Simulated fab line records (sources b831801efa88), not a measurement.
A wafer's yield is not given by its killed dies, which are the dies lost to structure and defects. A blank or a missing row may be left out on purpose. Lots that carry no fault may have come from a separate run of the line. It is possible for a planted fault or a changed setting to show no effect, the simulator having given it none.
What tool caused it? | flow sky130 | route of 708 steps, sampled at 1 step: 12 lots, 36 wafers

## WHAT EACH GAUGE READ, for each wafer
SKY_LI_CONTACT_RS_MEAS_22: a four-point-probe measurement. Usual: LI_CONTACT_W_RS 0.285 ohm/sq, standard deviation 0.0032.
lot  | measured     | on            | LI_CONTACT_W_RS (ohm/sq) | flag
L204 | day 29 06:22 | film-metro-03 | 0.284 0.287 0.281        |
L206 | day 30 01:05 | film-metro-03 | 0.284 0.286 0.287        |
L208 | day 30 16:27 | film-metro-01 | 0.291 0.287 0.287        |
L211 | day 31 07:53 | film-metro-03 | 0.286 0.289 0.289        |
L212 | day 31 19:50 | film-metro-01 | 0.283 0.283 0.281        |
L213 | day 32 01:50 | film-metro-01 | 0.282 0.282 0.284        |
L214 | day 32 12:56 | film-metro-02 | 0.282 0.283 0.282        |
L217 | day 33 11:23 | film-metro-02 | 0.287 0.283 0.287        |
L220 | day 34 04:55 | film-metro-02 | 0.287 0.281 0.286        |
L225 | day 36 01:52 | film-metro-03 | 0.283 0.284 0.284        |
L226 | day 36 04:11 | film-metro-01 | 0.284 0.283 0.284        |
L227 | day 36 08:07 | film-metro-01 | 0.285 0.283 0.282        |

## WHAT TOOL EACH LOT RAN ON (gives the tool, then ch and the chambers of the sampled wafers, and finally the start)
The record shows no process step preceding these readings.

## AS READ BY THE TOOLS THEMSELVES (means over the sampled wafers that have a number; for cases with no such wafer, the mark the record gives instead)
The record holds no such reading with a usual standard deviation.

## THE ANSWER, worked out from the rows above alone
Rule: take the mean of a lot's wafers that have a number; if it is more than 3 standard deviations from the usual mean, the lot is off. Also off: a lot with no number at a reading for which 4 or more lots have one. Any other lot the step has rows for is counted as sound. Order of review: gauges by route order, followed by the tools' own readings, for which a lot's mean as printed above is used. The first step at which some lot is off is used, and at that step the reading that is off furthest; a lot without a number counts as furthest.
Across all readings shown, no lot is off: no conclusion can be drawn from this.

## WHAT HAD BEEN PUT IN BY THE SIMULATOR
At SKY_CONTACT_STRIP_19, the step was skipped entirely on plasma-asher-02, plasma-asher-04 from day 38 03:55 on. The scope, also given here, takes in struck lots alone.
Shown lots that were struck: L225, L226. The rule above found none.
